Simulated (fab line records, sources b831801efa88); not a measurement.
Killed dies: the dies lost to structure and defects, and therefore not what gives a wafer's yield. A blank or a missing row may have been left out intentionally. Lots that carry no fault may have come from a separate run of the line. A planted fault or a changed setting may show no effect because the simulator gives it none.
Struck lot and sound lot, side by side ; flow sky130 ; 43 steps out of a route of 708
Sound: these wafers, L116.1, L116.2, L116.6. Wafers struck: L125.1, L125.2, L125.3. Last of all comes the cause.
For every step that has rows: the tool of each side, followed by ch and its chambers, followed by its first start. Under that, the readings that differ: sound wafers ; struck wafers ; difference of the means ; sigmas: that difference in standard deviations of wafers without a fault.
alike: words and numbers the same on both sides, and readings whose means are apart by under 2 such deviations; not compared: readings that were withheld, readings missing a value for some wafer, numbers with overlapping values and no deviation given by the record, and bounds like >300 which may hide the same value.
Wherever a step has rows on one side only, a row that says differs or no value, or a row with sigmas, the two part there. Numbers that don't overlap but have no deviation are shown without sigmas and don't part them. A reading that every wafer of one side lacks parts them only if that side has two wafers or more.

first, 5 steps without rows for these wafers: SKY_SONOS_ONO_COAT_08 (resist thk 1140 nm); SKY_SONOS_ONO_SOFTBAKE_09 (time 60 s); SKY_SONOS_ONO_EXPOSE_10 (exposes mask ONOM, target cd 410 nm); SKY_SONOS_ONO_PEB_11; SKY_SONOS_ONO_DEVELOP_12 (develop time 60 s).
SKY_SONOS_ONO_CD_MEAS_13 targets a cd of 410 nm.
  struck on cd sem-02, day 17 07:35; sound on cd sem-02, day 14 06:50
  alike: cd nm
SKY_SONOS_ONO_OVL_MEAS_14:
  struck on overlay-02, day 17 07:42; sound on overlay-01, day 14 06:57
  alike: SONOS_ONO_OVL
SKY_SONOS_ONO_ETCH_15: etches the open film in CHF3/O2, target depth 19.52 nm, time 7.8 s.
  sound on rie diel-01 ch 1,2, day 14 06:59; struck on rie diel-01 ch 0,2,3, day 17 07:44
  alike: drypump motor current A, oes product au, throttle valve pct
  not compared: rf hours counter h
then, 1 step without rows for these wafers: SKY_SONOS_ONO_WET_ETCH_16 (etches SiO2 in dHF, target depth 14 nm, time 280 s).
SKY_SONOS_ONO_STRIP_17: strips in O2/N2.
  sound on plasma asher-04 ch 0,1, day 14 07:05; struck on plasma asher-04 ch 0,1, day 17 07:50
  alike: drypump motor current A, oes product au, strip time to endpoint s
  not compared: rf hours counter h
then, 2 steps without rows for these wafers: SKY_SONOS_ONO_WET_ETCH_18 (etches Si3N4 in H3PO4, target depth 15 nm, time 172 s); SKY_GATE_OXIDE_CLEAN_00 (cleans in SC1/SC2, time 150 s).
SKY_GATE_OXIDE_OXIDATION_01: stabilise 600 s, purge 300 s, target thk 10.268 nm.
  sound on furnace-02 ch 0, day 14 07:52; struck on furnace-02 ch 0, day 17 08:32
  alike: ox temp c, spike tc bottom C
SKY_GATE_OXIDE_THK_MEAS_02:
  struck on film metro-02, day 17 09:57; sound on film metro-02, day 14 09:16
  alike: GATE_OXIDE_OXIDATION_00_THK
then, 7 steps without rows for these wafers: SKY_GATE_OXIDE_DEHYDRATE_03 (time 60 s); SKY_GATE_OXIDE_HMDS_04 (prime time 60 s); SKY_GATE_OXIDE_COAT_05 (resist thk 1140 nm); SKY_GATE_OXIDE_SOFTBAKE_06 (time 60 s); SKY_GATE_OXIDE_EXPOSE_07 (exposes mask LVOM, target cd 600 nm); SKY_GATE_OXIDE_PEB_08; SKY_GATE_OXIDE_DEVELOP_09 (develop time 60 s).
SKY_GATE_OXIDE_OVL_MEAS_10:
  struck on overlay-02, day 18 15:36; sound on overlay-02, day 15 12:19
  alike: GATE_OXIDE_OVL
then, 2 steps without rows for these wafers: SKY_GATE_OXIDE_IMPLANT_11; SKY_GATE_OXIDE_WET_ETCH_12 (etches SiO2 in dHF, target depth 16.8 nm, time 336 s).
SKY_GATE_OXIDE_STRIP_13: strips in O2/N2.
  sound on plasma asher-02 ch 0,1, day 15 12:37; struck on plasma asher-02 ch 0,1, day 18 15:53
  alike: drypump motor current A, oes product au, strip time to endpoint s
  not compared: rf hours counter h
SKY_GATE_OXIDE_TW_MEAS_14:
  struck on film metro-02, day 18 15:59; sound on film metro-03, day 15 12:43
  alike: GATE_OXIDE_TW
then, 3 steps without rows for these wafers: SKY_GATE_OXIDE_CLEAN_15 (cleans in SC1/SC2, time 150 s); SKY_GATE_OXIDE_OXIDATION_16 (stabilise 600 s, purge 300 s, target thk 3.57 nm); SKY_POLY_GATE_CVD_00 (deposits poly-Si, target thk 180 nm, time 720 s).
SKY_POLY_GATE_THK_MEAS_01:
  struck on film metro-01, day 18 19:06; sound on film metro-01, day 15 17:02
  alike: POLY_GATE_CVD_00_THK
then, 8 steps without rows for these wafers: SKY_RES_PROTECT_DEHYDRATE_00 (time 60 s); SKY_RES_PROTECT_HMDS_01 (prime time 60 s); SKY_RES_PROTECT_COAT_02 (resist thk 1140 nm); SKY_RES_PROTECT_SOFTBAKE_03 (time 60 s); SKY_RES_PROTECT_EXPOSE_04 (exposes mask RPM, target cd 1270 nm); SKY_RES_PROTECT_PEB_05; SKY_RES_PROTECT_DEVELOP_06 (develop time 60 s); SKY_POLY_GATE_IMPLANT_02.
SKY_RES_PROTECT_STRIP_07: strips in O2/N2.
  sound on plasma asher-03 ch 0,1, day 16 21:53; struck on plasma asher-03 ch 0,1, day 20 02:05
  alike: drypump motor current A, oes product au, strip time to endpoint s
  not compared: rf hours counter h
SKY_RES_PROTECT_TW_MEAS_08:
  struck on film metro-01, day 20 02:11; sound on film metro-03, day 16 21:59
  alike: POLY_GATE_TW
then, 2 steps without rows for these wafers: SKY_RES_PROTECT_CLEAN_09 (cleans in SC1/SC2, time 150 s); SKY_POLY_GATE_CVD_03 (deposits Si3N4 from DCS/NH3, target thk 75 nm, time 1290 s).
-- record jumps: 29 days separate the struck wafers' starts on either side; left off in module POLY_GATE, taken up again in module PAD_OPEN, whose first shown step is the route's number 708 --
SKY_PAD_OPEN_PROBE_99:
  only the struck wafers here have rows in the record (prober-02, day 49 02:51); the sound ones have none

WHERE THEY PART
At SKY_PAD_OPEN_PROBE_99 and nowhere else, as far as this record goes.

WHY: whatever the simulator had introduced
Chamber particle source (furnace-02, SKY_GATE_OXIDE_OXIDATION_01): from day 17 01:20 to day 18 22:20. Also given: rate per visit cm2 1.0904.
